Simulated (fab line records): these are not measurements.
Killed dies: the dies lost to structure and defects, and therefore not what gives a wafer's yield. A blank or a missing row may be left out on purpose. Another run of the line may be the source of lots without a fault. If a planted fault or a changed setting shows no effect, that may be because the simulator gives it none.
Which tool did it? -- flow gf180mcu -- Sampling: 11 lots, 33 wafers, 6 of 602 route steps

WHAT EACH GAUGE READ, for each wafer
GF_M3_OVL_MEAS_15. Usual: for M3_OVL the level is -6 nm and the standard deviation is 5.
lot,measured,on,M3_OVL (nm),flag
L593,day 22 10:44,overlay-01,-2 -12 1,
L596,day 23 13:51,overlay-01,-8 -6 -5,
L601,day 25 20:17,overlay-01,2 -2 1,
L603,day 26 04:53,overlay-01,0 -5 4,
L604,day 26 11:55,overlay-01,-11 -4 -4,
L606,day 26 21:29,overlay-02,-10 -5 -9,
L609,day 27 17:29,overlay-02,-16 -6 -8,
L610,day 28 03:32,overlay-01,-7 -5 -9,
L611,day 28 08:17,overlay-01,-3 -11 -4,
L612,day 28 14:29,overlay-02,2 -1 2,
L613,day 28 22:11,overlay-01,0 -4 -7,

GF_M4_RS_MEAS_05: measures by four-point-probe. Usual: for M4_ALCU_RS the level is 0.0690 ohm/sq and the standard deviation is 0.00076.
lot,measured,on,M4_ALCU_RS (ohm/sq),flag
L593,day 23 12:40,film-metro-02,0.0693 0.0682 0.0695,
L596,day 24 14:28,film-metro-03,0.0697 0.0696 0.0698,
L601,day 26 19:48,film-metro-04,0.0704 0.0706 0.0698,
L603,day 27 04:17,film-metro-04,7.1582 7.1585 7.1197,OFF
L604,day 27 11:08,film-metro-04,7.2079 7.1588 7.1646,OFF
L606,day 27 20:29,film-metro-03,7.2364 7.2688 7.2374,OFF
L609,day 28 15:46,film-metro-03,0.0689 0.0675 0.0686,
L610,day 29 02:10,film-metro-04,0.0676 0.0688 0.0691,
L611,day 29 06:26,film-metro-03,0.0689 0.0678 0.0692,
L612,day 29 12:30,film-metro-04,0.0699 0.0689 0.0697,
L613,day 29 19:46,film-metro-03,0.0687 0.0685 0.0687,

GF_M4_THK_MEAS_06: measures by xrf. Usual: for M4_ALCU_THK the level is 450 nm and the standard deviation is 5.8.
lot,measured,on,M4_ALCU_THK (nm),flag
L593,day 23 12:46,film-metro-02,447 454 446,
L596,day 24 14:35,film-metro-03,447 447 444,
L601,day 26 19:55,film-metro-04,439 435 441,
L603,day 27 04:23,film-metro-04,<0 <0 <0,OFF
L604,day 27 11:16,film-metro-04,<0 <0 <0,OFF
L606,day 27 20:37,film-metro-03,<0 <0 <0,OFF
L609,day 28 15:53,film-metro-03,449 459 452,
L610,day 29 02:17,film-metro-04,461 450 447,
L611,day 29 06:33,film-metro-03,451 459 449,
L612,day 29 12:37,film-metro-04,443 450 444,
L613,day 29 19:53,film-metro-03,453 453 452,

EACH LOT AND THE TOOL THAT RAN IT (in order: tool; ch and the chambers of the sampled wafers; start)
lot,GF_V3_ETCH_16,GF_M4_SPUTTER_00,GF_M4_SPUTTER_02
L593,"rie-diel-03 ch 0,1,2, day 23 10:43","pvd-sputter-04, day 23 12:25","pvd-sputter-04, day 23 12:33"
L596,"rie-diel-04 ch 0,1,2, day 24 12:52","pvd-sputter-01, day 24 14:15","pvd-sputter-01, day 24 14:23"
L601,"rie-diel-03 ch 0,1,3, day 26 18:04","pvd-sputter-01, day 26 19:32","pvd-sputter-01, day 26 19:41"
L603,"rie-diel-01 ch 1,2,3, day 27 02:40","pvd-sputter-04, day 27 04:01","pvd-sputter-04, day 27 04:09"
L604,"rie-diel-04 ch 0,1,2, day 27 09:34","pvd-sputter-03, day 27 10:55","pvd-sputter-03, day 27 11:03"
L606,"rie-diel-01 ch 0,1,2, day 27 18:55","pvd-sputter-04, day 27 20:16","pvd-sputter-04, day 27 20:24"
L609,"rie-diel-01 ch 1,2,3, day 28 14:10","pvd-sputter-04, day 28 15:32","pvd-sputter-04, day 28 15:40"
L610,"rie-diel-04 ch 1,2, day 29 00:34","pvd-sputter-04, day 29 01:55","pvd-sputter-04, day 29 02:03"
L611,"rie-diel-01 ch 0,2,3, day 29 04:49","pvd-sputter-04, day 29 06:13","pvd-sputter-04, day 29 06:20"
L612,"rie-diel-01 ch 0,1,2, day 29 10:52","pvd-sputter-03, day 29 12:16","pvd-sputter-03, day 29 12:23"
L613,"rie-diel-03 ch 0,2,3, day 29 18:11","pvd-sputter-01, day 29 19:32","pvd-sputter-01, day 29 19:40"
- GF_V3_ETCH_16: etches BARC in N2/H2.
- GF_M4_SPUTTER_00: material Ti, target thk 37.5 nm, time 145 s.
- GF_M4_SPUTTER_02: material AlCu, target thk 450 nm, time 23.9 s.

AS READ BY THE TOOLS THEMSELVES (means over the sampled wafers that have a number; for cases with no such wafer, the mark the record gives instead)
GF_V3_ETCH_16. Usual: drypump-motor-current-A 5.7 A, standard deviation 0.32; oes-product-au 0.855 a.u., standard deviation 0.0044; throttle-valve-pct 13.226 %, standard deviation 0.0091.
lot,tool,drypump-motor-current-A (A),oes-product-au (a.u.),throttle-valve-pct (%),flag
L593,rie-diel-03,5.6,0.850,13.228,
L596,rie-diel-04,5.8,0.856,13.224,
L601,rie-diel-03,5.6,0.856,13.231,
L603,rie-diel-01,5.8,0.852,13.233,
L604,rie-diel-04,5.8,0.859,13.220,
L606,rie-diel-01,5.6,0.855,13.229,
L609,rie-diel-01,5.8,0.858,13.226,
L610,rie-diel-04,5.8,0.851,13.223,
L611,rie-diel-01,6.0,0.855,13.229,
L612,rie-diel-01,5.6,0.852,13.228,
L613,rie-diel-03,5.7,0.858,13.233,

GF_M4_SPUTTER_00. Usual: cathode-dc-power-W 4000.0 W, standard deviation 0.74; chamber-pressure-pa 1.999 Pa, standard deviation 0.0039; throttle-valve-pct 29.7 %, standard deviation 0.81.
lot,tool,cathode-dc-power-W (W),chamber-pressure-pa (Pa),throttle-valve-pct (%),flag
L593,pvd-sputter-04,3999.2,2.002,29.5,
L596,pvd-sputter-01,3999.7,1.997,30.0,
L601,pvd-sputter-01,3999.3,1.995,30.0,
L603,pvd-sputter-04,3999.9,1.998,29.5,
L604,pvd-sputter-03,4000.1,1.999,29.2,
L606,pvd-sputter-04,4000.4,1.999,29.7,
L609,pvd-sputter-04,4000.2,1.999,29.5,
L610,pvd-sputter-04,4000.1,1.999,29.6,
L611,pvd-sputter-04,3999.7,1.995,29.4,
L612,pvd-sputter-03,4000.2,1.997,30.3,
L613,pvd-sputter-01,3999.8,2.007,30.2,

GF_M4_SPUTTER_02. Usual: cathode-dc-power-W 10600 W, standard deviation 2; chamber-pressure-pa 0.4000 Pa, standard deviation 0.00074; throttle-valve-pct 29.8 %, standard deviation 0.81.
lot,tool,cathode-dc-power-W (W),chamber-pressure-pa (Pa),throttle-valve-pct (%),flag
L593,pvd-sputter-04,10600,0.4007,29.5,
L596,pvd-sputter-01,10601,0.3996,30.1,
L601,pvd-sputter-01,10601,0.3998,30.2,
L603,pvd-sputter-04,-,-,-,OFF
L604,pvd-sputter-03,-,-,-,OFF
L606,pvd-sputter-04,-,-,-,OFF
L609,pvd-sputter-04,10602,0.3999,29.5,
L610,pvd-sputter-04,10600,0.3997,29.5,
L611,pvd-sputter-04,10598,0.4000,29.4,
L612,pvd-sputter-03,10601,0.3996,30.4,
L613,pvd-sputter-01,10601,0.3996,30.2,

THE ANSWER, worked out from the rows above alone
Rule: take the mean of a lot's wafers that have a number; if it is more than 3 standard deviations from the usual mean, the lot is off. Also off: a lot with no number at a reading for which 4 or more lots have one. Any other lot the step has rows for is counted as sound. Order of review: gauges by route order, followed by the tools' own readings, for which a lot's mean as printed above is used. The first step at which some lot is off is used, and at that step the reading that is off furthest; a lot without a number counts as furthest.
Off: at GF_M4_RS_MEAS_05 (M4_ALCU_RS), L603, L604, L606.
If a tool, at a process step before that reading, ran all the lots that are off and no sound lot after the first of them, it fits. Not tried: the gauges at GF_M4_RS_MEAS_05; whatever is off there is also off at GF_M4_SPUTTER_02, on other tools, and gauge error can't account for it. Not one of the candidates tried fits.

WHAT HAD BEEN PUT IN BY THE SIMULATOR
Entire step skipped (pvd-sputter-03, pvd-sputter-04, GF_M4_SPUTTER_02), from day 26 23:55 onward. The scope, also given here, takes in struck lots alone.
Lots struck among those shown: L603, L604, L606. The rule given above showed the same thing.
